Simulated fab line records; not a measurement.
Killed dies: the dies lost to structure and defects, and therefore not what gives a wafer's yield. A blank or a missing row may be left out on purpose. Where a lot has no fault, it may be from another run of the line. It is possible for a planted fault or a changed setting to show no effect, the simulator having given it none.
Chamber matching + flow sky130 + SKY_VIA3_ETCH_14 on rieDiel-03: 4 sister chambers
The step etches BARC in N2/H2, stops on SiO2, time 45.9 s, target depth 60 nm. 16 wafers are shown with their chamber, then 8 later ones without.

EACH WAFER AND ITS CHAMBER
| wafer  | chamber | drypumpMotorCurrentA (A) | rfFwdPowerW (W) | oesProductAu (a.u.) |
|--------|---------|--------------------------|-----------------|---------------------|
| L675.1 | 0       | 5.8                      | 498.5           | 0.850               |
| L675.2 | 3       | 6.3                      | 495.4           | 0.857               |
| L675.5 | 3       | 6.4                      | 493.1           | 0.851               |
| L677.1 | 2       | 6.3                      | 496.0           | 0.855               |
| L677.2 | 1       | 6.3                      | 494.7           | 0.859               |
| L677.4 | 0       | 5.9                      | 496.2           | 0.854               |
| L678.3 | 1       | 6.2                      | 495.9           | 0.855               |
| L678.5 | 2       | 6.3                      | 498.0           | 0.846               |
| L678.6 | 3       | 6.3                      | 493.9           | 0.856               |
| L685.3 | 2       | 6.3                      | 494.1           | 0.859               |
| L685.4 | 2       | 6.3                      | 496.4           | 0.854               |
| L685.6 | 3       | 6.3                      | 494.7           | 0.864               |
| L687.1 | 3       | 6.3                      | 494.4           | 0.857               |
| L687.2 | 2       | 6.3                      | 494.7           | 0.851               |
| L687.6 | 1       | 6.2                      | 492.5           | 0.856               |
| L688.1 | 3       | 6.3                      | 493.1           | 0.863               |

SIGNATURES (averages over the wafers above)
| reading              | chamber 0 | chamber 1 | chamber 2 | chamber 3 | scatter within a chamber |
|----------------------|-----------|-----------|-----------|-----------|--------------------------|
| drypumpMotorCurrentA | 5.850     | 6.233     | 6.300     | 6.317     | 0.0408                   |
| rfFwdPowerW          | 497.350   | 494.367   | 495.840   | 494.100   | 1.36                     |
| oesProductAu         | 0.85200   | 0.85667   | 0.85300   | 0.85800   | 0.00435                  |
Rule: a wafer lies at a distance from a chamber equal to the root of the sum of squares, over the readings, of (its reading less the chamber's mean, divided by the reading's scatter). If the next closest chamber is less than 2 further off than the closest, the wafer can't be placed; otherwise it belongs to the closest. The scatter is the square root of a quotient: the sum, over the shown wafers, of each reading's squared deviation from its chamber's mean, divided by wafers minus chambers.

WAFERS WITHOUT THEIR CHAMBER
| wafer  | drypumpMotorCurrentA (A) | rfFwdPowerW (W) | oesProductAu (a.u.) |
|--------|--------------------------|-----------------|---------------------|
| L688.2 | 5.9                      | 492.7           | 0.853               |
| L688.6 | 6.3                      | 494.7           | 0.858               |
| L690.1 | 6.3                      | 497.5           | 0.856               |
| L690.4 | 5.8                      | 495.6           | 0.853               |
| L690.5 | 6.3                      | 493.0           | 0.864               |
| L691.1 | 6.4                      | 493.5           | 0.861               |
| L691.2 | 6.3                      | 495.7           | 0.856               |
| L691.3 | 6.2                      | 496.0           | 0.862               |

WHICH CHAMBER EACH ONE RAN IN
| wafer  | from the rows above          | in truth |
|--------|------------------------------|----------|
| L688.2 | 0                            | 0        |
| L688.6 | can't be placed: 3 or 2 or 1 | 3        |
| L690.1 | can't be placed: 2 or 3 or 1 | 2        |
| L690.4 | 0                            | 0        |
| L690.5 | can't be placed: 3 or 1 or 2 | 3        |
| L691.1 | can't be placed: 3 or 2      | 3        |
| L691.2 | can't be placed: 2 or 3 or 1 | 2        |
| L691.3 | can't be placed: 1 or 2 or 3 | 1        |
2 of 8 placed correctly. From these rows, 6 cannot be placed; in 6 the true chamber is one of the candidates. 0 placed wrongly.
